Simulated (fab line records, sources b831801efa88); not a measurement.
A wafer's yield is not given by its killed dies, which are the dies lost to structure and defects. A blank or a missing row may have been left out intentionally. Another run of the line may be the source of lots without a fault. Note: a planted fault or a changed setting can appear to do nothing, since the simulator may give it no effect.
fab line records | flow gf180mcu
[record] lots = 13 | wafers = 39 | last-day = 34
route steps=602 shown POLY_GATE@175 HV_LDD@207 PSD@256
lots that met no fault: taken from a fault-free run of the same line
start-h: the number of hours between the record's first day and the start of the first shown wafer of the lot | wait-h: how many hours have passed since the lot's step before this one | " repeats the value in the row above | L1.1+2: several wafers, shown together as one row | - no value, or no start was given | * or withheld: withheld | < > ~ a bound
route shown NAME@n: names a module that has steps shown in the file, with the first one's number in the route | usual: the fault-free wafers' mean and standard deviation | same: alike in all rows | chamber/n: place in a boat | sites: readings site by site | _std_site: the standard deviation of these | _edge_site: outer sites' mean less inner sites' | radius-mm: for every site, how far away it sits from the centre of the wafer | mask NAME#n: copy n | behind: the last tool/chamber to shape the wafer | hold: cause of the lot's hold/its duration in hours/its outcome | device: which transistor (n, p or np) failed to switch | end of line: the same wafers' tests at the end of the route | for a step that has no rows: nothing shown but its recipe | killed: count of dies lost to structure and defects at first sort (not the wafer's yield) | map: dies across one wafer; x = killed, . = not, _ = none there
set.NAME: the setting that was run; set.NAME@STEP: the one run at that earlier step | model.NAME: the simulator's own value behind a step, which no gauge read
one table for each step of the route and one row for each wafer, over a sample of lots
services: from which hour (start-h, from the record's first day; less than 0 if before it) a tool's chamber was out of use, for how many hours, and why
[[steps]]
[step GF_POLY_GATE_CD_MEAS_18]
[usual] cd-nm = 280.7/1.6
lot.wafer | tool      | chamber | start-h | wait-h | cd-nm
L752.3    | cd-sem-02 | -       | 208.72  | 0.1    | 280.7
L752.5    | "         | -       | "       | "      | 282.6
L752.6    | "         | -       | "       | "      | 278.3
L754.1    | cd-sem-01 | -       | 216.48  | 0.1    | 278.7
L754.2    | "         | -       | "       | "      | 279.2
L754.4    | "         | -       | "       | "      | 279.2
L756.1    | cd-sem-02 | -       | 236.24  | 0.1    | 281.4
L756.4    | "         | -       | "       | "      | 278.5
L756.6    | "         | -       | "       | "      | 279.7
L757.1    | cd-sem-02 | -       | 237.49  | 0.1    | 279.7
L757.3    | "         | -       | "       | "      | 279.8
L757.6    | "         | -       | "       | "      | 280.8
L760.3    | cd-sem-01 | -       | 249.56  | 0.1    | 283.1
L760.5    | "         | -       | "       | "      | 281.7
L760.6    | "         | -       | "       | "      | 278.6
L759.3    | cd-sem-02 | -       | 249.82  | 0.1    | 281.0
L759.4    | "         | -       | "       | "      | 282.9
L759.6    | "         | -       | "       | "      | 279.8
L761.3    | cd-sem-02 | -       | 264.51  | 0.1    | 281.1
L761.4    | "         | -       | "       | "      | 283.0
L761.5    | "         | -       | "       | "      | 280.1
L762.2    | cd-sem-01 | -       | 275.27  | 0.1    | 282.9
L762.4    | "         | -       | "       | "      | 278.0
L762.6    | "         | -       | "       | "      | 282.4
L769.3    | cd-sem-02 | -       | 324.41  | 0.1    | 281.7
L769.4    | "         | -       | "       | "      | 280.2
L769.5    | "         | -       | "       | "      | 278.8
L772.2    | cd-sem-01 | -       | 345.75  | 0.1    | 277.3
L772.4    | "         | -       | "       | "      | 279.4
L772.6    | "         | -       | "       | "      | 280.6
L773.1    | cd-sem-02 | -       | 345.75  | 0.1    | 282.0
L773.3    | "         | -       | "       | "      | 284.4
L773.6    | "         | -       | "       | "      | 280.4
L774.1    | cd-sem-01 | -       | 353.95  | 0.1    | 280.2
L774.2    | "         | -       | "       | "      | 279.0
L774.4    | "         | -       | "       | "      | 282.8
L775.1    | cd-sem-02 | -       | 361.05  | 0.1    | 281.2
L775.2    | "         | -       | "       | "      | 280.7
L775.3    | "         | -       | "       | "      | 281.3
[step GF_HV_LDD_CD_MEAS_31]
[recipe] target-cd-nm = 400
[usual] cd-nm = 400.0/2.3
lot.wafer | tool      | chamber | start-h | wait-h | cd-nm
L752.3    | cd-sem-02 | -       | 262.97  | 0.1    | 399.5
L752.5    | "         | -       | "       | "      | 399.1
L752.6    | "         | -       | "       | "      | 402.2
L754.1    | cd-sem-01 | -       | 271.23  | 0.1    | 399.0
L754.2    | "         | -       | "       | "      | 400.2
L754.4    | "         | -       | "       | "      | 398.2
L756.1    | cd-sem-01 | -       | 291.08  | 0.1    | 406.9
L756.4    | "         | -       | "       | "      | 407.0
L756.6    | "         | -       | "       | "      | 407.1
L757.1    | cd-sem-02 | -       | 294.17  | 0.1    | 400.8
L757.3    | "         | -       | "       | "      | 401.7
L757.6    | "         | -       | "       | "      | 399.4
L760.3    | cd-sem-01 | -       | 305.75  | 0.1    | 400.5
L760.5    | "         | -       | "       | "      | 404.0
L760.6    | "         | -       | "       | "      | 400.5
L759.3    | cd-sem-01 | -       | 306.36  | 0.1    | 400.9
L759.4    | "         | -       | "       | "      | 399.4
L759.6    | "         | -       | "       | "      | 397.4
L761.3    | cd-sem-01 | -       | 322.40  | 0.1    | 399.4
L761.4    | "         | -       | "       | "      | 399.1
L761.5    | "         | -       | "       | "      | 399.3
L762.2    | cd-sem-02 | -       | 334.74  | 0.1    | 397.1
L762.4    | "         | -       | "       | "      | 397.7
L762.6    | "         | -       | "       | "      | 396.1
L769.3    | cd-sem-01 | -       | 389.21  | 0.1    | 396.5
L769.4    | "         | -       | "       | "      | 397.9
L769.5    | "         | -       | "       | "      | 397.4
L772.2    | cd-sem-02 | -       | 414.00  | 0.1    | 398.0
L772.4    | "         | -       | "       | "      | 400.3
L772.6    | "         | -       | "       | "      | 399.4
L773.1    | cd-sem-01 | -       | 414.07  | 0.1    | 401.9
L773.3    | "         | -       | "       | "      | 402.8
L773.6    | "         | -       | "       | "      | 402.4
L774.1    | cd-sem-02 | -       | 423.17  | 0.1    | 398.8
L774.2    | "         | -       | "       | "      | 400.6
L774.4    | "         | -       | "       | "      | 401.1
L775.1    | cd-sem-01 | -       | 430.52  | 0.1    | 398.7
L775.2    | "         | -       | "       | "      | 399.0
L775.3    | "         | -       | "       | "      | 399.3
[step GF_HV_LDD_CVD_56]
[recipe] material = Si3N4 | precursor = DCS/NH3 | target-thk-nm = 90 | temp-c = 770 | time-s = 1543 | pressure-mtorr = 250
[usual] spike-tc-bottom-C = 789.8/2.9
lot.wafer | tool     | chamber | start-h | wait-h | spike-tc-bottom-C
L752.3    | lpcvd-02 | 0       | 284.35  | 0.0    | 788.0
L752.5    | "        | 0       | "       | "      | 788.3
L752.6    | "        | 0       | "       | "      | 789.5
L754.1    | lpcvd-02 | 0       | 293.93  | 1.3    | 787.6
L754.2    | "        | 0       | "       | "      | 788.1
L754.4    | "        | 0       | "       | "      | 787.9
L756.1    | lpcvd-02 | 0       | 313.51  | 0.1    | 789.0
L756.4    | "        | 0       | "       | "      | 788.1
L756.6    | "        | 0       | "       | "      | 787.6
L757.1    | lpcvd-02 | 1       | 316.52  | 0.1    | 786.9
L757.3    | "        | 1       | "       | "      | 788.7
L757.6    | "        | 1       | "       | "      | 786.4
L760.3    | lpcvd-01 | 1       | 328.56  | 0.2    | 790.9
L760.5    | "        | 1       | "       | "      | 790.9
L760.6    | "        | 1       | "       | "      | 791.3
L759.3    | lpcvd-01 | 1       | 330.72  | 0.0    | 792.4
L759.4    | "        | 1       | "       | "      | 792.4
L759.6    | "        | 1       | "       | "      | 792.3
L761.3    | lpcvd-01 | 0       | 346.45  | 0.0    | 795.0
L761.4    | "        | 0       | "       | "      | 796.1
L761.5    | "        | 0       | "       | "      | 795.0
L762.2    | lpcvd-01 | 0       | 358.25  | 0.0    | 795.7
L762.4    | "        | 0       | "       | "      | 797.2
L762.6    | "        | 0       | "       | "      | 795.3
L769.3    | lpcvd-02 | 1       | 415.60  | 0.0    | 786.5
L769.4    | "        | 1       | "       | "      | 788.5
L769.5    | "        | 1       | "       | "      | 788.0
L772.2    | lpcvd-02 | 1       | 439.65  | 0.0    | 786.9
L772.4    | "        | 1       | "       | "      | 788.2
L772.6    | "        | 1       | "       | "      | 786.8
L773.1    | lpcvd-02 | 0       | 441.70  | 0.1    | 788.1
L773.3    | "        | 0       | "       | "      | 788.9
L773.6    | "        | 0       | "       | "      | 787.2
L774.1    | lpcvd-01 | 0       | 450.31  | 0.1    | 794.0
L774.2    | "        | 0       | "       | "      | 795.0
L774.4    | "        | 0       | "       | "      | 795.5
L775.1    | lpcvd-01 | 0       | 457.40  | 0.1    | 793.5
L775.2    | "        | 0       | "       | "      | 794.9
L775.3    | "        | 0       | "       | "      | 794.1
[step GF_HV_LDD_THK_MEAS_57]
[recipe] reads = Si3N4_of_HV_LDD_CVD_56
[usual] HV_LDD_CVD_56_THK = 89.7/0.9
lot.wafer | tool          | chamber | start-h | wait-h | HV_LDD_CVD_56_THK[nm]
L752.3    | film-metro-01 | -       | 286.51  | 0.0    | 91.9
L752.5    | "             | -       | "       | "      | 91.7
L752.6    | "             | -       | "       | "      | 90.6
L754.1    | film-metro-01 | -       | 295.36  | 0.0    | 89.4
L754.2    | "             | -       | "       | "      | 88.9
L754.4    | "             | -       | "       | "      | 90.0
L756.1    | film-metro-04 | -       | 314.94  | 0.0    | 89.5
L756.4    | "             | -       | "       | "      | 88.7
L756.6    | "             | -       | "       | "      | 89.4
L757.1    | film-metro-02 | -       | 317.95  | 0.0    | 89.5
L757.3    | "             | -       | "       | "      | 90.0
L757.6    | "             | -       | "       | "      | 90.2
L760.3    | film-metro-01 | -       | 330.01  | 0.0    | 88.8
L760.5    | "             | -       | "       | "      | 88.7
L760.6    | "             | -       | "       | "      | 89.4
L759.3    | film-metro-01 | -       | 332.16  | 0.0    | 91.0
L759.4    | "             | -       | "       | "      | 90.6
L759.6    | "             | -       | "       | "      | 90.3
L761.3    | film-metro-02 | -       | 347.90  | 0.0    | 91.4
L761.4    | "             | -       | "       | "      | 91.7
L761.5    | "             | -       | "       | "      | 91.6
L762.2    | film-metro-04 | -       | 359.69  | 0.0    | 89.6
L762.4    | "             | -       | "       | "      | 89.2
L762.6    | "             | -       | "       | "      | 89.6
L769.3    | film-metro-02 | -       | 417.05  | 0.0    | 89.2
L769.4    | "             | -       | "       | "      | 89.2
L769.5    | "             | -       | "       | "      | 88.8
L772.2    | film-metro-04 | -       | 441.09  | 0.1    | 81.1
L772.4    | "             | -       | "       | "      | 80.8
L772.6    | "             | -       | "       | "      | 81.2
L773.1    | film-metro-02 | -       | 443.13  | 0.0    | 81.7
L773.3    | "             | -       | "       | "      | 81.7
L773.6    | "             | -       | "       | "      | 81.7
L774.1    | film-metro-01 | -       | 451.74  | 0.0    | 89.6
L774.2    | "             | -       | "       | "      | 90.2
L774.4    | "             | -       | "       | "      | 90.6
L775.1    | film-metro-04 | -       | 458.83  | 0.0    | 90.1
L775.2    | "             | -       | "       | "      | 89.1
L775.3    | "             | -       | "       | "      | 90.4
[step GF_HV_LDD_ETCHBACK_58]
[recipe] chemistry = CH3F/O2 | target = Si3N4 | stop-on = SiO2 | source-w = 400 | bias-w = 80 | pressure-mtorr = 25 | ch3f-flow-sccm = 40 | O2_flow_sccm = 30 | time-s = 100 | target-depth-a = 900
[usual] bias-w = 79.99/0.26 | drypump-motor-current-A = 5.9/0.35 | oes-product-au = 0.841/0.0061 | throttle-valve-pct = 10.563/0.0087
lot.wafer | tool        | chamber | start-h | wait-h | bias-w | drypump-motor-current-A | oes-product-au | rf-hours-counter-h | throttle-valve-pct
L752.3    | rie-diel-04 | 1       | 286.55  | 0.0    | 80.11  | 5.9                     | 0.862          | 109                | 10.567
L752.5    | "           | 0       | "       | "      | 80.23  | 5.8                     | 0.851          | -                  | 10.569
L752.6    | "           | 3       | "       | "      | 80.45  | 5.2                     | 0.852          | -                  | 10.549
L754.1    | rie-diel-04 | 2       | 295.42  | 0.1    | 79.87  | 5.7                     | 0.834          | 16                 | 10.550
L754.2    | "           | 1       | "       | "      | 79.83  | 5.9                     | 0.838          | 110                | 10.558
L754.4    | "           | 0       | "       | "      | 79.77  | 5.9                     | 0.846          | 78                 | 10.567
L756.1    | rie-diel-01 | 1       | 315.00  | 0.1    | 80.02  | 6.4                     | 0.845          | 47                 | 10.563
L756.4    | "           | 3       | "       | "      | 80.01  | 5.7                     | 0.837          | 7                  | 10.552
L756.6    | "           | 2       | "       | "      | 80.29  | 5.6                     | 0.837          | -                  | 10.575
L757.1    | rie-diel-01 | 0       | 318.01  | 0.1    | 79.63  | 6.3                     | 0.841          | 4                  | 10.555
L757.3    | "           | 2       | "       | "      | 79.68  | 5.6                     | 0.840          | 53                 | 10.559
L757.6    | "           | 1       | "       | "      | 80.24  | 6.4                     | 0.844          | -                  | 10.550
L760.3    | rie-diel-04 | 0       | 330.05  | 0.0    | 80.32  | 5.8                     | 0.840          | 79                 | 10.546
L760.5    | "           | 1       | "       | "      | 80.45  | 5.9                     | 0.843          | -                  | 10.564
L760.6    | "           | 2       | "       | "      | 80.06  | 5.7                     | 0.837          | -                  | 10.577
L759.3    | rie-diel-03 | 1       | 332.20  | 0.0    | 80.11  | 5.9                     | 0.848          | 3                  | 10.578
L759.4    | "           | 0       | "       | "      | 80.06  | 5.4                     | 0.847          | 90                 | 10.566
L759.6    | "           | 1       | "       | "      | 79.96  | 5.9                     | 0.843          | -                  | 10.561
L761.3    | rie-diel-04 | 1       | 347.94  | 0.0    | 79.98  | 5.8                     | 0.840          | 111                | 10.574
L761.4    | "           | 0       | "       | "      | 80.32  | 5.8                     | 0.852          | 80                 | 10.572
L761.5    | "           | 0       | "       | "      | 80.47  | 5.9                     | 0.850          | -                  | 10.555
L762.2    | rie-diel-01 | 1       | 359.74  | 0.0    | 80.44  | 6.4                     | 0.839          | 48                 | 10.550
L762.4    | "           | 0       | "       | "      | 80.36  | 6.3                     | 0.837          | 5                  | 10.559
L762.6    | "           | 3       | "       | "      | 80.40  | 5.7                     | 0.843          | -                  | 10.563
L769.3    | rie-diel-01 | 2       | 417.09  | 0.0    | 79.82  | 5.6                     | 0.838          | 56                 | 10.559
L769.4    | "           | 1       | "       | "      | 80.11  | 6.4                     | 0.839          | 50                 | 10.572
L769.5    | "           | 2       | "       | "      | 79.72  | 5.6                     | 0.843          | -                  | 10.565
L772.2    | rie-diel-01 | 0       | 441.14  | 0.0    | 80.40  | 6.3                     | 0.790          | 7                  | 10.566
L772.4    | "           | 2       | "       | "      | 79.81  | 5.6                     | 0.794          | 57                 | 10.575
L772.6    | "           | 2       | "       | "      | 79.82  | 5.6                     | 0.803          | -                  | 10.563
L773.1    | rie-diel-01 | 2       | 443.19  | 0.1    | 79.34  | 5.6                     | 0.803          | 57                 | 10.567
L773.3    | "           | 0       | "       | "      | 80.62  | 6.3                     | 0.809          | 7                  | 10.563
L773.6    | "           | 0       | "       | "      | 79.94  | 6.3                     | 0.798          | -                  | 10.565
L774.1    | rie-diel-03 | 1       | 451.80  | 0.1    | 80.01  | 5.9                     | 0.831          | 6                  | 10.566
L774.2    | "           | 0       | "       | "      | 79.94  | 5.4                     | 0.841          | 93                 | 10.560
L774.4    | "           | 2       | "       | "      | 79.87  | 6.0                     | 0.840          | 90                 | 10.572
L775.1    | rie-diel-04 | 2       | 458.89  | 0.1    | 79.75  | 5.7                     | 0.839          | 21                 | 10.561
L775.2    | "           | 3       | "       | "      | 80.19  | 5.2                     | 0.842          | 2                  | 10.563
L775.3    | "           | 0       | "       | "      | 79.68  | 5.9                     | 0.840          | 83                 | 10.562
[step GF_PSD_OVL_MEAS_08]
[usual] PSD_OVL = -0.7/1.3
lot.wafer | tool       | chamber | start-h | wait-h | PSD_OVL[nm]
L752.3    | overlay-02 | -       | 326.40  | 0.1    | -1.9
L752.5    | "          | -       | "       | "      | -2.6
L752.6    | "          | -       | "       | "      | -1.1
L754.1    | overlay-01 | -       | 336.14  | 0.1    | -0.1
L754.2    | "          | -       | "       | "      | 0.4
L754.4    | "          | -       | "       | "      | -1.2
L756.1    | overlay-02 | -       | 357.14  | 0.1    | 0.0
L756.4    | "          | -       | "       | "      | -1.9
L756.6    | "          | -       | "       | "      | -2.2
L757.1    | overlay-01 | -       | 360.94  | 0.1    | -0.4
L757.3    | "          | -       | "       | "      | -0.9
L757.6    | "          | -       | "       | "      | -1.4
L760.3    | overlay-01 | -       | 373.60  | 0.1    | 0.0
L760.5    | "          | -       | "       | "      | -0.8
L760.6    | "          | -       | "       | "      | -0.6
L759.3    | overlay-01 | -       | 375.55  | 0.1    | -1.6
L759.4    | "          | -       | "       | "      | -0.6
L759.6    | "          | -       | "       | "      | -0.9
L761.3    | overlay-02 | -       | 392.70  | 0.1    | 0.8
L761.4    | "          | -       | "       | "      | 1.5
L761.5    | "          | -       | "       | "      | 0.8
L762.2    | overlay-02 | -       | 405.65  | 0.1    | 1.7
L762.4    | "          | -       | "       | "      | 2.2
L762.6    | "          | -       | "       | "      | 2.1
L769.3    | overlay-02 | -       | 466.20  | 0.1    | -1.1
L769.4    | "          | -       | "       | "      | -0.3
L769.5    | "          | -       | "       | "      | -1.5
L772.2    | overlay-02 | -       | 489.89  | 0.1    | -2.5
L772.4    | "          | -       | "       | "      | -1.8
L772.6    | "          | -       | "       | "      | 0.3
L773.1    | overlay-02 | -       | 492.13  | 0.1    | -0.4
L773.3    | "          | -       | "       | "      | -0.1
L773.6    | "          | -       | "       | "      | -0.3
L774.1    | overlay-01 | -       | 501.13  | 0.1    | -1.0
L774.2    | "          | -       | "       | "      | -0.6
L774.4    | "          | -       | "       | "      | -1.0
L775.1    | overlay-02 | -       | 507.08  | 0.1    | -0.6
L775.2    | "          | -       | "       | "      | -1.3
L775.3    | "          | -       | "       | "      | 0.2
[[services]]
tool        | chamber | start-h | hours | kind
lpcvd-02    | -       | 332.26  | 14.6  | pm
rie-diel-03 | 3       | 359.66  | 7.2   | repair
rie-diel-04 | -       | 368.85  | 0.1   | repair
rie-diel-04 | 3       | 378.73  | -     | clean
rie-diel-04 | 3       | 378.73  | 13.9  | scheduled-down
rie-diel-04 | 3       | 378.73  | 13.9  | vent-cycle
rie-diel-01 | 3       | 388.34  | 6.3   | repair
rie-diel-01 | 0       | 391.50  | 18.3  | repair
rie-diel-04 | 2       | 397.47  | 10.0  | repair
rie-diel-01 | -       | 406.26  | 0.4   | repair
rie-diel-03 | 1       | 409.43  | 7.4   | repair
rie-diel-04 | 1       | 409.75  | -     | clean
rie-diel-04 | 1       | 409.75  | 18.4  | scheduled-down
rie-diel-04 | 1       | 409.75  | 18.4  | vent-cycle
rie-diel-01 | -       | 417.92  | 0.3   | repair
rie-diel-04 | 3       | 431.37  | 5.0   | repair
rie-diel-03 | 0       | 441.22  | 1.5   | repair
[[key]]
[first-sign] step = GF_HV_LDD_THK_MEAS_57 | reading = HV_LDD_CVD_56_THK | direction = down | sigmas = 9.3 | usual = 89.7 | struck = 81.4
[effect] step = GF_HV_LDD_ETCHBACK_58 | reading = oes-product-au | direction = down | sigmas = 6.9 | usual = 0.841 | struck = 0.799
met-at GF_HV_LDD_CVD_56
struck-lots L772,L773
tester-left-out L772,L773
not-acting-at GF_POLY_GATE_CD_MEAS_18,GF_HV_LDD_CD_MEAS_31,GF_PSD_OVL_MEAS_08
onset-between 415.60 439.65
[fault] kind = process-parameter-drift | tool = lpcvd-02 | chamber = - | onset-h = 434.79 | steps = GF_HV_LDD_CVD_56 | channel = time-s | offset = * | shape = step | end-h = 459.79 | acts-in = * | stated = *
// tester-left-out: of these lots the tester's yield and bins aren't shown, on N5 and GAA mostly nor the transistor test; their killed dies are dies lost to structure and defects alone, not to doping, threshold or leakage, so they don't give the yield
